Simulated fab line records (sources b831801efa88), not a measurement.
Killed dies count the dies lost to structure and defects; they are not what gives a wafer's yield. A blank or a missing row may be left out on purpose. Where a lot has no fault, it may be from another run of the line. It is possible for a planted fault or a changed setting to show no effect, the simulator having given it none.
Which tool is to blame? ; flow gf180mcu ; 13 lots with 39 wafers sampled at 5 steps, on a route of 602 steps

## WHAT EACH GAUGE READ, for each wafer
GF_V3_THK_MEAS_01. Usual: V3_CVD_00_THK typically reads 599 nm, with standard deviation 6.8.
lot;measured;on;V3_CVD_00_THK (nm);flag
L136;day 21 07:22;film_metro-01;598 593 597;
L137;day 21 19:59;film_metro-01;591 599 602;
L138;day 22 07:11;film_metro-01;601 609 605;
L139;day 22 15:49;film_metro-03;614 604 605;
L140;day 23 01:07;film_metro-03;604 610 613;
L141;day 23 12:44;film_metro-02;593 596 589;
L142;day 23 17:59;film_metro-02;596 597 593;
L144;day 24 18:38;film_metro-03;599 597 604;
L145;day 25 04:37;film_metro-02;297 306 312;OFF
L146;day 25 13:16;film_metro-01;302 293 294;OFF
L156;day 28 16:44;film_metro-01;595 603 595;
L157;day 28 18:23;film_metro-01;600 599 615;
L158;day 28 23:56;film_metro-02;600 599 589;

## TOOL THAT RAN EACH LOT (tool first, then ch and the chambers of the sampled wafers, then the start)
lot;GF_V2_SPUTTER_21;GF_V2_CMP_26;GF_M3_SPUTTER_04;GF_V3_CVD_00
L136;pvd_sputter-03, day 20 05:16;cmp-02 ch 0,1, day 20 06:15;pvd_sputter-04, day 20 06:41;hdpcvd-01 ch 0,1,2, day 21 07:18
L137;pvd_sputter-03, day 20 18:32;cmp-01 ch 1,2,3, day 20 18:56;pvd_sputter-02, day 20 19:25;hdpcvd-02 ch 1,2, day 21 19:54
L138;pvd_sputter-03, day 21 06:11;cmp-02 ch 0,1,2, day 21 06:41;pvd_sputter-04, day 21 07:04;hdpcvd-01 ch 0,1,2, day 22 07:07
L139;pvd_sputter-03, day 21 15:10;cmp-01 ch 0,1, day 21 15:34;pvd_sputter-02, day 21 16:02;hdpcvd-02 ch 0,2, day 22 15:44
L140;pvd_sputter-03, day 22 00:25;cmp-02 ch 0,1,3, day 22 00:55;pvd_sputter-04, day 22 01:17;hdpcvd-02 ch 0,1, day 23 01:02
L141;pvd_sputter-02, day 22 12:26;cmp-01 ch 0,2,3, day 22 12:50;pvd_sputter-04, day 22 13:19;hdpcvd-01 ch 0,1, day 23 12:40
L142;pvd_sputter-03, day 22 17:38;cmp-01 ch 1,2, day 22 18:05;pvd_sputter-04, day 22 18:31;hdpcvd-01 ch 0,1,2, day 23 17:55
L144;pvd_sputter-02, day 23 18:38;cmp-02 ch 1,2, day 23 19:05;pvd_sputter-01, day 23 19:32;hdpcvd-02 ch 0,1, day 24 18:34
L145;pvd_sputter-03, day 24 04:39;cmp-02 ch 0,1,3, day 24 05:03;pvd_sputter-02, day 24 05:32;hdpcvd-01 ch 0,1,2, day 25 04:32
L146;pvd_sputter-02, day 24 13:50;cmp-01 ch 0,3, day 24 14:14;pvd_sputter-04, day 24 14:44;hdpcvd-01 ch 1,2, day 25 13:11
L156;pvd_sputter-02, day 27 19:17;cmp-01 ch 1,2, day 27 19:43;pvd_sputter-02, day 27 20:09;hdpcvd-02 ch 1,2, day 28 16:39
L157;pvd_sputter-03, day 27 21:51;cmp-02 ch 0,2,3, day 27 22:21;pvd_sputter-02, day 27 22:44;hdpcvd-02 ch 1,2, day 28 18:18
L158;pvd_sputter-03, day 28 02:59;cmp-02 ch 0,2,3, day 28 03:37;pvd_sputter-02, day 28 04:03;hdpcvd-02 ch 0,1,2, day 28 23:51
- GF_V2_SPUTTER_21: material Ti, target thk 15 nm, time 80.02 s.
- GF_V2_CMP_26: polishes, stops on SiO2, t overpolish 15 s, target thk 0 nm.
- GF_M3_SPUTTER_04: material TiN, target thk 50 nm, time 41.7 s.
- GF_V3_CVD_00: deposits SiO2, target thk 600 nm, time 100 s.

## WHAT THE TOOLS THEMSELVES READ (means of the sampled wafers that have a number; where no wafer has one, the mark that the record gives instead)
GF_V2_SPUTTER_21. Usual: throttle_valve_pct reads 30.6 % (standard deviation 1.2).
lot;tool;throttle_valve_pct (%);flag
L136;pvd_sputter-03;30.5;
L137;pvd_sputter-03;30.0;
L138;pvd_sputter-03;30.8;
L139;pvd_sputter-03;30.2;
L140;pvd_sputter-03;29.4;
L141;pvd_sputter-02;31.7;
L142;pvd_sputter-03;30.0;
L144;pvd_sputter-02;30.4;
L145;pvd_sputter-03;30.0;
L146;pvd_sputter-02;31.1;
L156;pvd_sputter-02;31.7;
L157;pvd_sputter-03;29.3;
L158;pvd_sputter-03;30.3;

GF_V2_CMP_26. Usual: motor_current_A 11.7 A, standard deviation 1.7; overpolish_run_s 15.001 s, standard deviation 0.0094; time_to_endpoint_s 85 s, standard deviation 5.2.
lot;tool;motor_current_A (A);overpolish_run_s (s);time_to_endpoint_s (s);flag
L136;cmp-02;10.3;15.003;84;
L137;cmp-01;12.4;15.014;86;
L138;cmp-02;10.1;15.005;87;
L139;cmp-01;13.8;14.998;84;
L140;cmp-02;10.6;14.999;85;
L141;cmp-01;13.3;14.994;82;
L142;cmp-01;12.8;14.999;79;
L144;cmp-02;10.8;15.004;89;
L145;cmp-02;10.4;14.994;87;
L146;cmp-01;13.7;14.997;85;
L156;cmp-01;12.7;14.999;83;
L157;cmp-02;10.2;15.004;83;
L158;cmp-02;10.2;14.999;83;

GF_M3_SPUTTER_04. Usual: throttle_valve_pct reads 30.6 % (standard deviation 0.99).
lot;tool;throttle_valve_pct (%);flag
L136;pvd_sputter-04;30.5;
L137;pvd_sputter-02;31.0;
L138;pvd_sputter-04;30.5;
L139;pvd_sputter-02;31.2;
L140;pvd_sputter-04;30.7;
L141;pvd_sputter-04;30.6;
L142;pvd_sputter-04;30.5;
L144;pvd_sputter-01;30.4;
L145;pvd_sputter-02;30.9;
L146;pvd_sputter-04;30.4;
L156;pvd_sputter-02;31.2;
L157;pvd_sputter-02;31.0;
L158;pvd_sputter-02;31.2;

GF_V3_CVD_00. Usual: sih4_flow_sccm reads 60.00 sccm (standard deviation 0.18).
lot;tool;sih4_flow_sccm (sccm);flag
L136;hdpcvd-01;59.99;
L137;hdpcvd-02;59.96;
L138;hdpcvd-01;60.02;
L139;hdpcvd-02;59.84;
L140;hdpcvd-02;59.96;
L141;hdpcvd-01;59.95;
L142;hdpcvd-01;59.97;
L144;hdpcvd-02;59.92;
L145;hdpcvd-01;30.02;OFF
L146;hdpcvd-01;30.04;OFF
L156;hdpcvd-02;59.92;
L157;hdpcvd-02;59.62;
L158;hdpcvd-02;60.08;

## THE ANSWER, worked out from the rows above alone
Rule: lot off if the mean of its wafers having a number is beyond 3 standard deviations from the usual mean. Also off: a lot with no number at a reading for which 4 or more lots have one. Where the step has rows for the other lots, those lots are counted as sound. First the gauges in route order, then the tools' own readings, where a lot's mean is used as printed above. At the first step where some lot is off, the reading lying furthest off is the one used; lots without a number count as furthest.
Off: at GF_V3_THK_MEAS_01 (V3_CVD_00_THK), L145, L146.
A tool fits if, at a process step before that reading, it ran every lot that is off, and no sound lot after the first of them. The gauges at GF_V3_THK_MEAS_01 aren't tried: what is off there is off at GF_V3_CVD_00 too, on other tools, and a gauge's error can't cause that. One fits: hdpcvd-01 at GF_V3_CVD_00. A fault onset in the window from L142 (day 23 17:55, its last sound lot) to L145 (day 25 04:32, its first lot off) fits.
On the lots that are off, the tool's own readings at GF_V3_CVD_00 differ by more than 5 times the standard deviation of the sound lots' means, which bears it out; sih4_flow_sccm reads 30.03 sccm there versus 59.93 sccm on the sound lots.

## WHAT WAS PUT IN BY THE SIMULATOR
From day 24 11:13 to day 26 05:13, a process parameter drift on hdpcvd-01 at GF_V3_CVD_00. Setting sih4_flow_sccm, moved by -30, from 60. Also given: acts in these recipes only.
Shown lots that were struck: L145, L146. Same finding as the rule above.
